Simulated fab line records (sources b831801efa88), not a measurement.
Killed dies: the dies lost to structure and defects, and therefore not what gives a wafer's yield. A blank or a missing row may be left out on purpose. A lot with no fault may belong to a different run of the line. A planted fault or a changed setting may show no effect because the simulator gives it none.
Which of the tools did it? || flow sky130 || 6 lots with 18 wafers sampled at 2 steps, on a route of 708 steps

## WHAT THE GAUGES SHOWED, per wafer
SKY_CONTACT_BOW_MEAS_05.
{"lot": "L473", "measured": "day 30 10:16", "on": "film metro-03", "CONTACT_BOW (um)": "86 80 87"}
{"lot": "L476", "measured": "day 31 17:13", "on": "film metro-02", "CONTACT_BOW (um)": "84 78 88"}
{"lot": "L486", "measured": "day 34 22:41", "on": "film metro-04", "CONTACT_BOW (um)": "82 76 84"}
{"lot": "L490", "measured": "day 36 00:00", "on": "film metro-04", "CONTACT_BOW (um)": "80 77 85"}
{"lot": "L492", "measured": "day 36 19:48", "on": "film metro-02", "CONTACT_BOW (um)": "77 76 79"}
{"lot": "L495", "measured": "day 37 17:56", "on": "film metro-02", "CONTACT_BOW (um)": "76 76 87"}

## EACH LOT AND THE TOOL THAT RAN IT (in order: tool; ch and the chambers of the sampled wafers; start)
{"lot": "L473", "SKY_LDD_LDN_IMPLANT_10": "implanter-02 ch 0, day 22 21:08"}
{"lot": "L476", "SKY_LDD_LDN_IMPLANT_10": "implanter-02 ch 0, day 24 08:14"}
{"lot": "L486", "SKY_LDD_LDN_IMPLANT_10": "implanter-02 ch 0, day 27 18:43"}
{"lot": "L490", "SKY_LDD_LDN_IMPLANT_10": "implanter-03 ch 0, day 28 22:16"}
{"lot": "L492", "SKY_LDD_LDN_IMPLANT_10": "implanter-03 ch 0, day 29 15:56"}
{"lot": "L495", "SKY_LDD_LDN_IMPLANT_10": "implanter-02 ch 0, day 30 21:16"}
- SKY_LDD_LDN_IMPLANT_10

## THE ANSWER, worked out from the rows above alone
Rule: what is usual is taken from the lots themselves. The widest of any qualifying gaps counts: lots, ordered by their means at a reading, are off when they make up no more than a third of the lots, leave a main group of 4 or more, and stand apart from it by 3 or more times the standard deviation of that group's means. If all means in a main group match to the digits the tables above print for the reading, that group is not used. Also off: a lot with no number at a reading for which 4 or more lots have one. Where the step has rows for the other lots, those lots are counted as sound.
Nothing can be told from this: no lot is off at any reading shown.

## WHAT WAS PUT IN BY THE SIMULATOR
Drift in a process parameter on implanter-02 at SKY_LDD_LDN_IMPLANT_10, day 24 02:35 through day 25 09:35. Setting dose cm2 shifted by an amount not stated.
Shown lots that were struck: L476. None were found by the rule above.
